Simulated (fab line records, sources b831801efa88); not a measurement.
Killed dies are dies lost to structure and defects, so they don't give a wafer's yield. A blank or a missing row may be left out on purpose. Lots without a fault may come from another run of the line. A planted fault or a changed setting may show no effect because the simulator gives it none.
Which tool did it? | flow gf180mcu | 11 lots, 33 wafers sampled, at 5 steps of a route of 602

WHAT THE GAUGES READ, wafer by wafer
GF_VT_IMPLANT_TW_MEAS_10.
lot  | measured     | on            | VT_IMPLANT_TW
L853 | day 5 17:29  | film_metro-04 | 564 565 564
L854 | day 5 23:20  | film_metro-02 | 576 577 575
L856 | day 6 15:53  | film_metro-03 | 572 574 574
L857 | day 7 00:45  | film_metro-02 | 576 577 571
L860 | day 7 12:44  | film_metro-02 | 570 571 570
L862 | day 8 02:26  | film_metro-04 | 565 566 568
L868 | day 9 15:50  | film_metro-04 | 566 564 567
L870 | day 10 02:44 | film_metro-02 | 571 568 568
L871 | day 10 09:32 | film_metro-04 | 566 566 568
L872 | day 10 16:05 | film_metro-04 | 565 567 569
L875 | day 11 11:17 | film_metro-04 | 564 563 563

GF_VT_IMPLANT_OVL_MEAS_40.
lot  | measured     | on         | VT_IMPLANT_03_OVL (nm)
L853 | day 7 18:30  | overlay-02 | -0.5 -1.4 -1.1
L854 | day 7 23:05  | overlay-01 | -1.6 -0.7 1.2
L856 | day 8 17:18  | overlay-01 | -1.5 -0.2 -2.1
L857 | day 9 03:18  | overlay-01 | -2.6 -2.0 -1.4
L860 | day 9 16:11  | overlay-02 | 0.3 1.9 -0.2
L862 | day 10 07:20 | overlay-01 | -1.0 -0.4 -0.3
L868 | day 11 23:56 | overlay-01 | 1.2 2.0 0.1
L870 | day 12 12:26 | overlay-01 | 0.8 0.8 0.7
L871 | day 12 19:50 | overlay-01 | 0.0 0.3 1.1
L872 | day 13 00:12 | overlay-01 | 2.8 1.8 1.3
L875 | day 13 23:26 | overlay-02 | -1.0 0.0 -0.4

GF_VT_IMPLANT_TW_MEAS_43.
lot  | measured     | on            | VT_IMPLANT_4_TW
L853 | day 7 18:47  | film_metro-04 | 699 697 693
L854 | day 7 23:23  | film_metro-02 | 705 703 699
L856 | day 8 17:35  | film_metro-03 | 699 695 699
L857 | day 9 03:36  | film_metro-03 | 700 703 702
L860 | day 9 16:29  | film_metro-04 | 693 694 689
L862 | day 10 07:37 | film_metro-03 | 696 701 699
L868 | day 12 00:14 | film_metro-04 | 696 690 690
L870 | day 12 12:43 | film_metro-03 | 701 704 701
L871 | day 12 20:08 | film_metro-03 | 701 698 700
L872 | day 13 00:29 | film_metro-04 | 30 30 30
L875 | day 13 23:43 | film_metro-04 | 692 696 694

WHICH TOOL RAN EACH LOT (tool, then ch and the chambers of the sampled wafers, then the start)
lot  | GF_VT_IMPLANT_STRIP_31               | GF_VT_IMPLANT_STRIP_42
L853 | plasma_asher-04 ch 0,1, day 7 01:35  | plasma_asher-04 ch 0,1, day 7 18:41
L854 | plasma_asher-03 ch 0,1, day 7 06:41  | plasma_asher-04 ch 0,1, day 7 23:17
L856 | plasma_asher-02 ch 0,1, day 8 00:08  | plasma_asher-03 ch 0,1, day 8 17:29
L857 | plasma_asher-02 ch 0,1, day 8 09:57  | plasma_asher-04 ch 0,1, day 9 03:30
L860 | plasma_asher-04 ch 0,1, day 8 22:26  | plasma_asher-04 ch 0,1, day 9 16:22
L862 | plasma_asher-04 ch 0,1, day 9 13:34  | plasma_asher-03 ch 0,1, day 10 07:31
L868 | plasma_asher-02 ch 0,1, day 11 04:52 | plasma_asher-04 ch 0,1, day 12 00:07
L870 | plasma_asher-02 ch 0,1, day 11 16:29 | plasma_asher-04 ch 0,1, day 12 12:37
L871 | plasma_asher-03 ch 0, day 11 23:49   | plasma_asher-03 ch 0,1, day 12 20:02
L872 | plasma_asher-02 ch 0,1, day 12 05:08 | plasma_asher-03 ch 0,1, day 13 00:23
L875 | plasma_asher-04 ch 0,1, day 13 02:56 | plasma_asher-03 ch 0,1, day 13 23:37
- GF_VT_IMPLANT_STRIP_31: strips in O2/N2.
- GF_VT_IMPLANT_STRIP_42: strips in O2/N2.

WHAT THE TOOLS THEMSELVES READ (means of the sampled wafers that have a number; where no wafer has one, the mark that the record gives instead)
GF_VT_IMPLANT_STRIP_31.
lot  | tool            | drypump_motor_current_A (A) | heater_power_w (W) | o2_flow_sccm (sccm) | oes_product_au (a.u.) | strip_time_to_endpoint_s (s)
L853 | plasma_asher-04 | 5.9                         | 298                | 3005                | 0.717                 | 12.61
L854 | plasma_asher-03 | 5.8                         | 310                | 3007                | 0.714                 | 12.65
L856 | plasma_asher-02 | 6.4                         | 379                | 2997                | 0.708                 | 12.62
L857 | plasma_asher-02 | 6.4                         | 381                | 3001                | 0.713                 | 12.64
L860 | plasma_asher-04 | 5.9                         | 293                | 2996                | 0.716                 | 12.60
L862 | plasma_asher-04 | 5.7                         | 321                | 2998                | 0.714                 | 12.57
L868 | plasma_asher-02 | 6.2                         | 362                | 3006                | 0.716                 | 12.63
L870 | plasma_asher-02 | 6.2                         | 358                | 3002                | 0.713                 | 12.56
L871 | plasma_asher-03 | 5.7                         | 349                | 2996                | 0.721                 | 12.65
L872 | plasma_asher-02 | 6.2                         | 362                | 2999                | 0.940                 | -
L875 | plasma_asher-04 | 5.8                         | 320                | 2984                | 0.718                 | 12.63

GF_VT_IMPLANT_STRIP_42.
lot  | tool            | drypump_motor_current_A (A) | heater_power_w (W) | o2_flow_sccm (sccm) | oes_product_au (a.u.) | strip_time_to_endpoint_s (s)
L853 | plasma_asher-04 | 5.9                         | 298                | 3011                | 0.720                 | 12.70
L854 | plasma_asher-04 | 5.7                         | 316                | 3004                | 0.717                 | 12.62
L856 | plasma_asher-03 | 5.9                         | 311                | 2997                | 0.717                 | 12.65
L857 | plasma_asher-04 | 5.8                         | 319                | 2992                | 0.719                 | 12.63
L860 | plasma_asher-04 | 5.8                         | 318                | 2991                | 0.721                 | 12.56
L862 | plasma_asher-03 | 5.9                         | 311                | 2999                | 0.717                 | 12.68
L868 | plasma_asher-04 | 5.9                         | 292                | 2993                | 0.714                 | 12.62
L870 | plasma_asher-04 | 5.9                         | 292                | 3003                | 0.720                 | 12.59
L871 | plasma_asher-03 | 5.9                         | 311                | 3011                | 0.717                 | 12.63
L872 | plasma_asher-03 | 5.8                         | 312                | 2998                | 0.715                 | 18.37
L875 | plasma_asher-03 | 5.8                         | 309                | 3006                | 0.712                 | 12.62

THE ANSWER, worked out from the rows above alone
Rule: what is usual is taken from the lots themselves. Put in order of their means at a reading, lots are off if they are a third of the lots or fewer, leave a main group of 4 or more, and stand apart from it by a gap of 3 or more times the standard deviation of the main group's means; of several such gaps the widest counts. A main group whose means are all the same, to the digits that the tables above print for the reading, isn't used. A lot without any number at a reading at which 4 lots or more have one is off too. The other lots that the step has rows for count as sound. The gauges are gone through in route order, then the tools' own readings, and for those a lot's mean is taken as printed above. The first step at which some lot is off is used, and at that step the reading that is off furthest; a lot without a number counts as furthest.
Off: L872, at GF_VT_IMPLANT_TW_MEAS_43 (VT_IMPLANT_4_TW). The main group: mean 698, standard deviation 3.8.
A tool fits if, at a process step before that reading, it ran every lot that is off, and no sound lot after the first of them. The gauges at GF_VT_IMPLANT_TW_MEAS_43 aren't tried: what is off there is off at GF_VT_IMPLANT_STRIP_31 too, on other tools, and a gauge's error can't cause that. One fits: plasma_asher-02 at GF_VT_IMPLANT_STRIP_31. Its last sound lot is L870 (day 11 16:29), its first lot that is off L872 (day 12 05:08): a fault that began between those two fits.
The tool's own readings at GF_VT_IMPLANT_STRIP_31 bear it out: on the lots that are off they differ by more than 5 times the standard deviation of the sound lots' means. oes_product_au reads 0.940 a.u. there against 0.715 a.u. on the sound lots.
Blank at GF_VT_IMPLANT_STRIP_31 on the lots that are off, where sound lots have numbers: strip_time_to_endpoint_s.

WHAT THE SIMULATOR HAD PUT IN
Strip aborted: plasma_asher-02, from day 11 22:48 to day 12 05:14, at GF_VT_IMPLANT_STRIP_31. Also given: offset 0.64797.
Lots struck among those shown: L872. The rule above found the same.
